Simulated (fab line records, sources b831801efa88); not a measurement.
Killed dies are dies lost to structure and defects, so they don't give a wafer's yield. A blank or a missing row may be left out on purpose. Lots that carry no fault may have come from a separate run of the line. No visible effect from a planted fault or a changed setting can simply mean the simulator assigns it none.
fab line records	flow gf180mcu
record: lots: 24	wafers: 72	last-day: 34
route steps=602 shown PSD@255 SALICIDE@280 V2@408 M3@414 V5@564 PASSIVATION@598
lots that met no fault: from a run of the same line without faults
start-h: hours from the record's opening day to when the first of the lot's shown wafers began	wait-h: time in hours since the lot's previous step	" as in the row above	L1.1+2: several wafers, shown together as one row	- no value, or no start given	* or withheld: withheld	< > ~ a bound
route shown NAME@n: NAME is a module with steps in the file, n the number in the route of the first one	usual: mean/standard deviation taken from wafers without a fault	same: alike in all rows	chamber/n: place in a boat	sites: each site's reading	_std_site: how widely they spread, as a standard deviation	_edge_site: mean of outer sites minus mean of inner sites	radius-mm: how far each site lies from the wafer's centre	mask NAME#n: copy n	behind: the tool/chamber that last shaped the wafer	hold: the reason the lot was held/the length of the hold in hours/how it ended	device: transistor that didn't switch, given as n, p or np	end of line: the tests these same wafers got at the end of their route	for a step that has no rows: nothing shown but its recipe	killed: not the wafer's yield, but the dies lost to structure and defects at the first sort	map: per-die view of a wafer (x killed, . not killed, _ where there is no die)
set.NAME: the setting as run; set.NAME@STEP: as run at that earlier step	model.NAME: the simulator's own value behind a step, which no gauge read
steps of the route over a sample of lots; a table a step, a row a wafer
services: when a tool's chamber went out of use (start-h, in hours from the record's first day, below 0 if earlier), for how many hours, and the reason
== steps ==
step: GF_PSD_CD_MEAS_07
recipe: target-cd-nm: 400
usual: cd-nm: 400.3/2.6
lot.wafer	tool	chamber	start-h	wait-h	cd-nm
L074.2	cd-sem-02	-	317.66	0.1	405.3
L074.4	"	-	"	"	406.3
L074.5	"	-	"	"	406.4
L075.1	cd-sem-02	-	324.34	0.1	400.3
L075.4	"	-	"	"	400.9
L075.6	"	-	"	"	400.6
L076.1	cd-sem-01	-	332.98	0.1	404.2
L076.3	"	-	"	"	401.3
L076.6	"	-	"	"	403.2
L077.2	cd-sem-02	-	336.41	0.1	400.0
L077.3	"	-	"	"	397.6
L077.5	"	-	"	"	399.6
L078.1	cd-sem-01	-	345.91	0.1	401.6
L078.3	"	-	"	"	401.2
L078.6	"	-	"	"	403.2
L079.3	cd-sem-01	-	352.93	0.1	401.7
L079.5	"	-	"	"	401.1
L079.6	"	-	"	"	400.1
L080.2	cd-sem-01	-	359.66	0.1	401.5
L080.5	"	-	"	"	401.1
L080.6	"	-	"	"	402.1
L081.1	cd-sem-01	-	372.83	0.2	398.0
L081.2	"	-	"	"	400.6
L081.6	"	-	"	"	399.0
L082.2	cd-sem-02	-	380.18	0.1	396.1
L082.3	"	-	"	"	398.6
L082.6	"	-	"	"	398.7
L083.1	cd-sem-01	-	388.58	0.1	400.4
L083.4	"	-	"	"	398.9
L083.6	"	-	"	"	399.0
L084.2	cd-sem-02	-	397.20	0.1	398.5
L084.3	"	-	"	"	399.8
L084.4	"	-	"	"	400.3
L085.1	cd-sem-01	-	408.43	0.1	401.5
L085.3	"	-	"	"	402.5
L085.6	"	-	"	"	402.7
L086.1	cd-sem-02	-	414.63	0.1	398.0
L086.3	"	-	"	"	396.0
L086.6	"	-	"	"	398.2
L087.1	cd-sem-01	-	418.78	0.1	399.6
L087.5	"	-	"	"	400.2
L087.6	"	-	"	"	401.9
L088.1	cd-sem-02	-	436.93	0.1	400.6
L088.3	"	-	"	"	399.2
L088.5	"	-	"	"	398.8
L089.1	cd-sem-01	-	450.66	0.1	399.1
L089.3	"	-	"	"	400.2
L089.4	"	-	"	"	401.2
L090.3	cd-sem-02	-	454.02	0.1	399.7
L090.4	"	-	"	"	397.2
L090.6	"	-	"	"	399.5
L091.1	cd-sem-01	-	472.83	0.1	394.5
L091.4	"	-	"	"	392.8
L091.6	"	-	"	"	394.6
L092.4	cd-sem-01	-	478.29	0.1	402.6
L092.5	"	-	"	"	398.7
L092.6	"	-	"	"	400.0
L093.1	cd-sem-02	-	490.13	0.1	400.6
L093.5	"	-	"	"	401.5
L093.6	"	-	"	"	401.4
L095.1	cd-sem-01	-	492.88	0.1	402.6
L095.4	"	-	"	"	403.3
L095.6	"	-	"	"	403.3
L094.1	cd-sem-01	-	493.46	0.1	401.3
L094.4	"	-	"	"	400.5
L094.5	"	-	"	"	401.6
L096.3	cd-sem-01	-	502.47	0.1	402.5
L096.4	"	-	"	"	401.0
L096.6	"	-	"	"	403.6
L097.2	cd-sem-01	-	512.78	0.1	395.6
L097.5	"	-	"	"	395.5
L097.6	"	-	"	"	395.2
step: GF_SALICIDE_SPUTTER_02
recipe: material: Co	target-thk-nm: 10	power-w: 1000	time-s: 20	chamber-pressure-pa: 0.4
usual: throttle-valve-pct: 29.9/1.1
lot.wafer	tool	chamber	start-h	wait-h	throttle-valve-pct
L074.2	pvd-sputter-02	-	340.15	0.0	28.9
L074.4	"	-	"	"	30.2
L074.5	"	-	"	"	28.9
L075.1	pvd-sputter-02	-	347.18	0.0	27.6
L075.4	"	-	"	"	28.8
L075.6	"	-	"	"	30.3
L076.1	pvd-sputter-02	-	355.58	0.0	30.5
L076.3	"	-	"	"	30.2
L076.6	"	-	"	"	28.7
L077.2	pvd-sputter-01	-	358.76	0.0	30.3
L077.3	"	-	"	"	30.7
L077.5	"	-	"	"	29.8
L078.1	pvd-sputter-02	-	369.05	0.0	29.9
L078.3	"	-	"	"	27.8
L078.6	"	-	"	"	28.7
L079.3	pvd-sputter-04	-	377.06	0.0	30.2
L079.5	"	-	"	"	31.5
L079.6	"	-	"	"	29.9
L080.2	pvd-sputter-01	-	384.37	0.0	30.6
L080.5	"	-	"	"	29.6
L080.6	"	-	"	"	30.5
L081.1	pvd-sputter-04	-	397.20	0.0	29.1
L081.2	"	-	"	"	30.0
L081.6	"	-	"	"	29.7
L082.2	pvd-sputter-02	-	403.88	0.0	30.4
L082.3	"	-	"	"	30.0
L082.6	"	-	"	"	30.2
L083.1	pvd-sputter-02	-	412.64	0.0	30.0
L083.4	"	-	"	"	27.7
L083.6	"	-	"	"	30.0
L084.2	pvd-sputter-01	-	421.88	0.0	29.7
L084.3	"	-	"	"	30.5
L084.4	"	-	"	"	30.2
L085.1	pvd-sputter-01	-	433.63	0.0	29.6
L085.3	"	-	"	"	30.9
L085.6	"	-	"	"	29.9
L086.1	pvd-sputter-02	-	440.27	0.0	30.2
L086.3	"	-	"	"	27.5
L086.6	"	-	"	"	30.5
L087.1	pvd-sputter-01	-	444.14	0.0	29.9
L087.5	"	-	"	"	30.4
L087.6	"	-	"	"	30.8
L088.1	pvd-sputter-01	-	462.68	0.0	30.5
L088.3	"	-	"	"	30.8
L088.5	"	-	"	"	30.5
L089.1	pvd-sputter-02	-	475.47	0.0	30.5
L089.3	"	-	"	"	30.3
L089.4	"	-	"	"	27.5
L090.3	pvd-sputter-01	-	479.19	0.0	30.5
L090.4	"	-	"	"	30.8
L090.6	"	-	"	"	30.6
L091.1	pvd-sputter-04	-	497.31	0.0	31.9
L091.4	"	-	"	"	30.4
L091.6	"	-	"	"	30.0
L092.4	pvd-sputter-04	-	502.63	0.0	31.9
L092.5	"	-	"	"	29.4
L092.6	"	-	"	"	30.6
L093.1	pvd-sputter-02	-	514.79	0.0	30.3
L093.5	"	-	"	"	30.5
L093.6	"	-	"	"	28.9
L095.1	pvd-sputter-02	-	516.72	0.0	30.5
L095.4	"	-	"	"	28.7
L095.6	"	-	"	"	30.3
L094.1	pvd-sputter-04	-	517.65	0.0	29.3
L094.4	"	-	"	"	31.9
L094.5	"	-	"	"	31.9
L096.3	pvd-sputter-04	-	526.95	0.0	29.9
L096.4	"	-	"	"	31.8
L096.6	"	-	"	"	30.1
L097.2	pvd-sputter-04	-	536.73	0.0	29.4
L097.5	"	-	"	"	29.4
L097.6	"	-	"	"	30.3
step: GF_V2_CMP_26
recipe: stop-on: SiO2	down-force-psi: 3.5	platen-rpm: 60	t-overpolish-s: 15	target-thk-nm: 0	pad-velocity-m-s: 0.94248
usual: motor-current-A: 11.2/1.4	overpolish-run-s: 15.000/0.0091	platen-rpm: 60.01/0.037	time-to-endpoint-s: 85/3.4
lot.wafer	tool	chamber	start-h	wait-h	motor-current-A	overpolish-run-s	platen-rpm	time-to-endpoint-s
L074.4	cmp-02	2	465.40	0.1	13.8	14.983	59.98	82
L074.2	"	3	"	"	12.1	15.000	60.08	89
L074.5	"	0	"	"	12.1	14.994	60.07	84
L075.1	cmp-02	0	472.26	0.1	13.5	15.017	59.98	82
L075.4	"	3	"	"	11.8	15.003	59.97	86
L075.6	"	1	"	"	9.0	14.992	59.99	87
L076.3	cmp-01	2	481.99	0.1	10.4	14.991	60.00	81
L076.1	"	3	"	"	10.9	14.999	60.04	80
L076.6	"	1	"	"	9.8	15.008	60.05	86
L077.2	cmp-02	0	485.44	0.0	12.5	15.005	60.09	87
L077.3	"	2	"	"	13.7	15.005	60.02	79
L077.5	"	1	"	"	9.3	15.018	60.04	88
L078.3	cmp-02	1	494.58	0.0	9.3	15.003	60.01	89
L078.1	"	3	"	"	12.1	15.014	60.00	87
L078.6	"	2	"	"	12.7	15.000	59.98	80
L079.3	cmp-02	1	506.13	0.2	9.5	14.995	59.97	86
L079.6	"	2	"	"	13.7	14.998	60.02	80
L079.5	"	3	"	"	12.5	15.000	60.02	89
L080.2	cmp-01	1	511.97	0.1	9.8	15.016	60.02	85
L080.5	"	0	"	"	11.7	14.999	60.02	89
L080.6	"	1	"	"	10.0	14.994	60.08	87
L081.1	cmp-02	0	523.48	0.1	12.7	15.001	60.01	83
L081.2	"	1	"	"	9.3	15.012	60.02	87
L081.6	"	0	"	"	12.9	14.984	60.08	84
L082.2	cmp-01	0	531.24	0.0	11.8	15.010	59.99	92
L082.3	"	3	"	"	10.7	14.986	59.97	84
L082.6	"	1	"	"	9.4	15.002	60.05	85
L083.1	cmp-02	1	540.13	0.1	9.3	14.993	60.02	87
L083.4	"	2	"	"	13.7	15.003	60.03	80
L083.6	"	0	"	"	11.9	15.006	60.01	85
L084.3	cmp-01	0	547.40	0.1	11.7	14.989	59.98	86
L084.2	"	1	"	"	9.8	14.983	60.00	85
L084.4	"	2	"	"	10.3	15.006	59.95	83
L085.1	cmp-01	1	557.70	0.1	8.9	14.993	59.97	86
L085.3	"	0	"	"	11.9	14.994	60.05	88
L085.6	"	2	"	"	10.6	15.010	60.05	80
L086.1	cmp-02	0	565.09	0.1	12.5	15.004	60.02	84
L086.3	"	3	"	"	13.0	15.006	59.99	88
L086.6	"	1	"	"	9.5	14.968	60.04	88
L087.1	cmp-02	1	569.42	0.1	9.4	15.005	59.97	90
L087.5	"	3	"	"	12.3	15.019	60.01	87
L087.6	"	0	"	"	12.5	14.977	60.00	84
L088.1	cmp-02	0	585.81	0.1	12.5	14.996	60.02	84
L088.3	"	3	"	"	11.9	14.988	59.98	90
L088.5	"	1	"	"	8.9	15.004	60.03	86
L089.4	cmp-02	0	596.67	0.1	12.7	15.009	60.01	81
L089.1	"	1	"	"	8.9	15.007	59.92	86
L089.3	"	2	"	"	14.0	15.016	60.04	81
L090.4	cmp-01	2	601.18	0.0	10.3	14.991	60.03	85
L090.3	"	3	"	"	11.0	15.000	60.03	88
L090.6	"	3	"	"	11.2	14.997	60.08	87
L091.1	cmp-02	0	616.27	0.1	12.0	15.002	60.03	80
L091.4	"	2	"	"	13.3	14.997	60.09	75
L091.6	"	3	"	"	11.9	14.994	60.06	84
L092.4	cmp-02	2	622.91	0.2	13.3	15.003	60.06	79
L092.5	"	3	"	"	12.1	14.994	60.04	87
L092.6	"	0	"	"	12.4	15.005	59.96	86
L093.1	cmp-01	0	631.35	0.1	11.2	14.999	60.07	90
L093.6	"	0	"	"	11.7	14.994	60.01	94
L093.5	"	1	"	"	9.8	15.004	59.95	86
L095.1	cmp-01	0	634.06	0.1	11.2	15.013	59.97	91
L095.4	"	1	"	"	9.1	14.993	60.02	87
L095.6	"	0	"	"	11.2	14.995	60.06	88
L094.4	cmp-01	3	634.51	0.1	11.3	14.993	59.99	89
L094.1	"	0	"	"	10.7	14.993	59.97	94
L094.5	"	2	"	"	10.9	15.010	60.05	87
L096.3	cmp-01	1	644.31	0.1	9.5	15.011	59.95	85
L096.4	"	3	"	"	11.4	14.991	59.97	85
L096.6	"	0	"	"	11.5	15.006	59.99	87
L097.2	cmp-01	2	651.91	0.2	10.5	15.011	60.04	82
L097.5	"	3	"	"	11.1	14.997	60.01	83
L097.6	"	0	"	"	11.5	14.999	60.05	86
step: GF_M3_RS_MEAS_05
recipe: thk-meas-gauge: four-point-probe	reads: TiN_of_M3_SPUTTER_04+Ti_of_M3_SPUTTER_03+AlCu_of_M3_SPUTTER_02+TiN_of_M3_SPUTTER_01+Ti_of_M3_SPUTTER_00
usual: M3_ALCU_RS: 0.0699/0.00089
lot.wafer	tool	chamber	start-h	wait-h	M3_ALCU_RS[ohm/sq]
L074.2	film-metro-04	-	465.84	0.0	0.0713
L074.4	"	-	"	"	0.0717
L074.5	"	-	"	"	0.0712
L075.1	film-metro-04	-	472.78	0.0	0.0701
L075.4	"	-	"	"	0.0695
L075.6	"	-	"	"	0.0699
L076.1	film-metro-04	-	482.46	0.0	0.0700
L076.3	"	-	"	"	0.0704
L076.6	"	-	"	"	0.0705
L077.2	film-metro-04	-	485.98	0.0	0.0705
L077.3	"	-	"	"	0.0710
L077.5	"	-	"	"	0.0712
L078.1	film-metro-03	-	495.10	0.0	0.0694
L078.3	"	-	"	"	0.0681
L078.6	"	-	"	"	0.0676
L079.3	film-metro-04	-	506.54	0.1	0.0700
L079.5	"	-	"	"	0.0695
L079.6	"	-	"	"	0.0705
L080.2	film-metro-03	-	512.46	0.0	0.0692
L080.5	"	-	"	"	0.0699
L080.6	"	-	"	"	0.0690
L081.1	film-metro-02	-	524.00	0.0	0.0684
L081.2	"	-	"	"	0.0702
L081.6	"	-	"	"	0.0700
L082.2	film-metro-04	-	531.78	0.0	0.0699
L082.3	"	-	"	"	0.0711
L082.6	"	-	"	"	0.0700
L083.1	film-metro-04	-	540.60	0.0	0.0682
L083.4	"	-	"	"	0.0697
L083.6	"	-	"	"	0.0697
L084.2	film-metro-02	-	547.89	0.0	0.0715
L084.3	"	-	"	"	0.0703
L084.4	"	-	"	"	0.0707
L085.1	film-metro-03	-	558.22	0.0	0.0701
L085.3	"	-	"	"	0.0698
L085.6	"	-	"	"	0.0708
L086.1	film-metro-02	-	565.61	0.0	0.0690
L086.3	"	-	"	"	0.0683
L086.6	"	-	"	"	0.0687
L087.1	film-metro-03	-	569.84	0.0	0.0706
L087.5	"	-	"	"	0.0709
L087.6	"	-	"	"	0.0705
L088.1	film-metro-03	-	586.33	0.0	0.0715
L088.3	"	-	"	"	0.0706
L088.5	"	-	"	"	0.0700
L089.1	film-metro-04	-	597.14	0.0	0.0695
L089.3	"	-	"	"	0.0685
L089.4	"	-	"	"	0.0700
L090.3	film-metro-02	-	601.74	0.1	0.0688
L090.4	"	-	"	"	0.0691
L090.6	"	-	"	"	0.0690
L091.1	film-metro-04	-	616.75	0.0	0.0694
L091.4	"	-	"	"	0.0703
L091.6	"	-	"	"	0.0710
L092.4	film-metro-04	-	623.35	0.1	0.0706
L092.5	"	-	"	"	0.0702
L092.6	"	-	"	"	0.0699
L093.1	film-metro-02	-	631.87	0.0	0.0695
L093.5	"	-	"	"	0.0700
L093.6	"	-	"	"	0.0697
L095.1	film-metro-04	-	634.59	0.0	0.0698
L095.4	"	-	"	"	0.0697
L095.6	"	-	"	"	0.0698
L094.1	film-metro-03	-	634.98	0.0	0.0705
L094.4	"	-	"	"	0.0698
L094.5	"	-	"	"	0.0696
L096.3	film-metro-04	-	644.84	0.1	0.0710
L096.4	"	-	"	"	0.0704
L096.6	"	-	"	"	0.0707
L097.2	film-metro-02	-	652.31	0.0	0.0705
L097.5	"	-	"	"	0.0692
L097.6	"	-	"	"	0.0690
step: GF_V5_RS_MEAS_24
recipe: thk-meas-gauge: four-point-probe	reads: W_of_V5_CVD_23+TiN_of_V5_SPUTTER_22+Ti_of_V5_SPUTTER_21
usual: V5_W_RS: 0.325/0.0031
lot.wafer	tool	chamber	start-h	wait-h	V5_W_RS[ohm/sq]
L074.2	film-metro-04	-	632.44	0.1	0.330
L074.4	"	-	"	"	0.326
L074.5	"	-	"	"	0.326
L075.1	film-metro-01	-	637.43	0.1	0.325
L075.4	"	-	"	"	0.324
L075.6	"	-	"	"	0.331
L076.1	film-metro-04	-	647.05	0.1	0.325
L076.3	"	-	"	"	0.327
L076.6	"	-	"	"	0.322
L077.2	film-metro-04	-	648.94	0.1	0.320
L077.3	"	-	"	"	0.320
L077.5	"	-	"	"	0.324
L078.1	film-metro-03	-	657.60	0.2	0.320
L078.3	"	-	"	"	0.322
L078.6	"	-	"	"	0.323
L079.3	film-metro-03	-	666.97	0.1	0.332
L079.5	"	-	"	"	0.326
L079.6	"	-	"	"	0.329
L080.2	film-metro-04	-	672.26	0.1	0.323
L080.5	"	-	"	"	0.321
L080.6	"	-	"	"	0.321
L081.1	film-metro-03	-	682.71	0.1	0.323
L081.2	"	-	"	"	0.324
L081.6	"	-	"	"	0.328
L082.2	film-metro-03	-	689.56	0.1	0.322
L082.3	"	-	"	"	0.322
L082.6	"	-	"	"	0.325
L083.1	film-metro-04	-	695.43	0.1	0.326
L083.4	"	-	"	"	0.321
L083.6	"	-	"	"	0.322
L084.2	film-metro-04	-	700.92	0.1	0.325
L084.3	"	-	"	"	0.326
L084.4	"	-	"	"	0.322
L085.1	film-metro-01	-	710.39	0.1	0.329
L085.3	"	-	"	"	0.329
L085.6	"	-	"	"	0.329
L086.1	film-metro-01	-	714.79	0.1	0.319
L086.3	"	-	"	"	0.320
L086.6	"	-	"	"	0.324
L087.1	film-metro-01	-	719.17	0.1	0.326
L087.5	"	-	"	"	0.327
L087.6	"	-	"	"	0.325
L088.1	film-metro-04	-	732.91	0.1	0.326
L088.3	"	-	"	"	0.325
L088.5	"	-	"	"	0.319
L089.1	film-metro-04	-	740.43	0.1	0.326
L089.3	"	-	"	"	0.325
L089.4	"	-	"	"	0.327
L090.3	film-metro-04	-	746.02	0.1	0.327
L090.4	"	-	"	"	0.323
L090.6	"	-	"	"	0.328
L091.1	film-metro-03	-	757.98	0.1	0.329
L091.4	"	-	"	"	0.327
L091.6	"	-	"	"	0.330
L092.4	film-metro-03	-	763.16	0.1	0.328
L092.5	"	-	"	"	0.324
L092.6	"	-	"	"	0.322
L093.1	film-metro-04	-	768.15	0.1	0.327
L093.5	"	-	"	"	0.326
L093.6	"	-	"	"	0.322
L095.1	film-metro-03	-	770.52	0.1	0.325
L095.4	"	-	"	"	0.329
L095.6	"	-	"	"	0.329
L094.1	film-metro-03	-	771.77	0.1	0.323
L094.4	"	-	"	"	0.322
L094.5	"	-	"	"	0.322
L096.3	film-metro-01	-	780.05	0.1	0.326
L096.4	"	-	"	"	0.327
L096.6	"	-	"	"	0.325
L097.2	film-metro-03	-	785.63	0.1	0.329
L097.5	"	-	"	"	0.324
L097.6	"	-	"	"	0.327
step: GF_PASSIVATION_ETCH_11
recipe: chemistry: CF4/O2	target-depth-nm: 2040	stop-on: TiN	source-w: 800	bias-w: 150	pressure-mtorr: 150	cf4-flow-sccm: 80	O2_flow_sccm: 10	time-s: 453.3
usual: chamber-pressure-mTorr: 149.99/0.15	drypump-motor-current-A: 5.9/0.42	oes-product-au: 0.989/0.0055	throttle-valve-pct: 5.968/0.0091
lot.wafer	tool	chamber	start-h	wait-h	chamber-pressure-mTorr	drypump-motor-current-A	oes-product-au	rf-hours-counter-h	throttle-valve-pct
L074.2	rie-diel-03	0	673.63	-	150.09	5.8	0.988	10	5.950
L074.4	"	2	"	"	150.23	5.5	0.989	8	5.965
L074.5	"	3	"	"	149.97	6.4	0.994	-	5.965
L075.1	rie-diel-03	1	678.78	-	149.95	6.1	0.985	16	5.964
L075.4	"	3	"	"	149.95	6.4	0.990	24	5.973
L075.6	"	0	"	"	149.96	5.8	0.995	-	5.980
L076.1	rie-diel-04	1	688.13	-	149.83	6.0	0.986	43	5.974
L076.3	"	3	"	"	150.22	5.3	0.992	25	5.965
L076.6	"	2	"	"	150.21	6.0	0.990	-	5.978
L077.2	rie-diel-04	3	689.56	-	150.03	5.4	0.996	25	5.974
L077.3	"	0	"	"	150.02	6.2	0.978	1	5.969
L077.5	"	2	"	"	150.17	6.0	0.996	-	5.962
L078.1	rie-diel-02	3	697.23	-	149.69	5.3	0.985	17	5.959
L078.3	"	1	"	"	150.19	5.4	0.991	19	5.969
L078.6	"	3	"	"	150.10	5.2	0.987	-	5.958
L079.3	rie-diel-03	1	705.88	-	149.63	6.0	0.980	17	5.951
L079.5	"	1	"	"	150.08	6.0	0.987	-	5.961
L079.6	"	0	"	"	150.02	5.8	0.999	-	5.965
L080.2	rie-diel-03	1	711.33	-	150.03	6.0	0.986	18	5.967
L080.5	"	0	"	"	150.08	5.8	0.990	-	5.961
L080.6	"	1	"	"	149.82	6.1	0.988	-	5.962
L081.1	rie-diel-02	0	721.18	-	149.86	6.2	0.992	52	5.974
L081.2	"	3	"	"	149.95	5.2	0.990	18	5.971
L081.6	"	2	"	"	149.79	6.4	0.991	-	5.964
L082.2	rie-diel-04	0	726.98	-	149.98	6.2	0.990	3	5.962
L082.3	"	1	"	"	150.34	6.0	0.997	44	5.967
L082.6	"	2	"	"	150.19	6.0	0.987	-	5.962
L083.1	rie-diel-02	3	733.21	-	149.97	5.2	0.990	18	5.968
L083.4	"	1	"	"	149.93	5.4	0.985	20	5.955
L083.6	"	0	"	"	149.99	6.2	0.994	-	5.957
L084.2	rie-diel-04	2	737.43	-	149.79	6.0	0.985	1	5.956
L084.3	"	3	"	"	150.16	5.4	0.986	27	5.964
L084.4	"	0	"	"	149.98	6.2	0.990	3	5.965
L085.1	rie-diel-04	2	746.96	-	150.08	6.0	0.994	1	5.968
L085.3	"	3	"	"	150.21	5.4	0.976	28	5.966
L085.6	"	1	"	"	150.20	6.0	0.978	-	5.980
L086.1	rie-diel-03	1	750.88	-	150.12	6.1	0.990	20	5.969
L086.3	"	3	"	"	150.02	6.4	0.986	28	5.971
L086.6	"	2	"	"	150.14	5.4	0.988	-	5.974
L087.1	rie-diel-02	3	754.58	-	150.08	5.2	0.993	19	5.967
L087.5	"	2	"	"	149.91	6.4	0.991	-	5.953
L087.6	"	1	"	"	150.28	5.4	0.995	-	5.969
L088.1	rie-diel-02	3	767.01	-	149.73	5.2	0.987	20	5.973
L088.3	"	2	"	"	150.08	6.4	0.989	13	5.989
L088.5	"	2	"	"	149.85	6.4	0.999	-	5.959
L089.1	rie-diel-04	3	774.38	-	150.02	5.4	0.981	29	5.970
L089.3	"	2	"	"	150.08	6.0	0.994	2	5.971
L089.4	"	3	"	"	149.85	5.4	0.983	-	5.966
L090.3	rie-diel-04	2	780.18	-	149.93	6.0	0.985	2	5.968
L090.4	"	2	"	"	149.94	6.0	0.992	-	5.966
L090.6	"	0	"	"	150.10	6.2	0.976	-	5.955
L091.1	rie-diel-03	1	791.73	-	150.01	6.0	0.992	22	5.964
L091.4	"	2	"	"	149.94	5.5	0.991	14	5.968
L091.6	"	0	"	"	149.85	5.8	0.985	-	5.954
L092.4	rie-diel-02	3	796.43	-	149.93	5.3	0.983	21	5.966
L092.5	"	0	"	"	150.27	6.2	0.996	-	5.969
L092.6	"	1	"	"	150.16	5.4	0.992	-	5.959
L093.1	rie-diel-02	1	801.13	-	149.98	5.4	0.989	24	5.979
L093.5	"	1	"	"	150.26	5.4	0.990	-	5.977
L093.6	"	2	"	"	150.04	6.4	1.002	-	5.961
L095.1	rie-diel-02	2	803.46	-	149.83	6.4	0.991	15	5.974
L095.4	"	3	"	"	149.78	5.2	0.988	22	5.955
L095.6	"	3	"	"	149.95	5.3	0.983	-	5.958
L094.1	rie-diel-03	2	804.08	-	150.00	5.5	0.991	15	5.981
L094.4	"	1	"	"	149.96	6.0	0.993	23	5.970
L094.5	"	3	"	"	149.88	6.4	0.990	-	5.968
L096.3	rie-diel-02	2	812.18	-	150.09	6.4	0.993	15	5.976
L096.4	"	1	"	"	149.87	5.4	0.993	24	5.992
L096.6	"	2	"	"	150.05	6.4	0.997	-	5.967
L097.2	rie-diel-03	0	816.96	-	149.83	5.8	0.991	16	5.993
L097.5	"	2	"	"	150.20	5.5	0.982	-	5.970
L097.6	"	3	"	"	150.00	6.4	0.988	-	5.960
== services ==
tool	chamber	start-h	hours	kind
cmp-02	-	316.99	4.2	repair
cmp-01	-	323.13	1.5	repair
cmp-02	-	325.68	0.3	repair
cmp-01	-	331.65	4.6	repair
cmp-01	-	365.85	1.1	repair
cmp-02	-	376.12	5.2	pm
cmp-02	-	409.98	4.0	pm
cmp-01	-	446.62	0.2	repair
cmp-01	-	467.73	1.1	repair
cmp-01	-	503.22	1.5	repair
cmp-02	-	525.08	1.7	repair
cmp-02	-	577.81	0.6	repair
cmp-02	-	579.36	2.0	repair
cmp-02	-	605.14	10.5	pm
cmp-02	-	625.64	9.0	pm
cmp-02	-	640.81	0.7	repair
cmp-02	-	642.69	4.5	repair
cmp-02	-	699.47	1.2	repair
cmp-02	-	750.05	4.0	pm
cmp-02	-	786.62	0.2	repair
cmp-02	-	793.03	1.4	repair
cmp-02	-	795.09	2.7	repair
cmp-02	-	795.30	7.9	repair
cmp-02	-	809.62	4.9	repair
== key ==
fault none
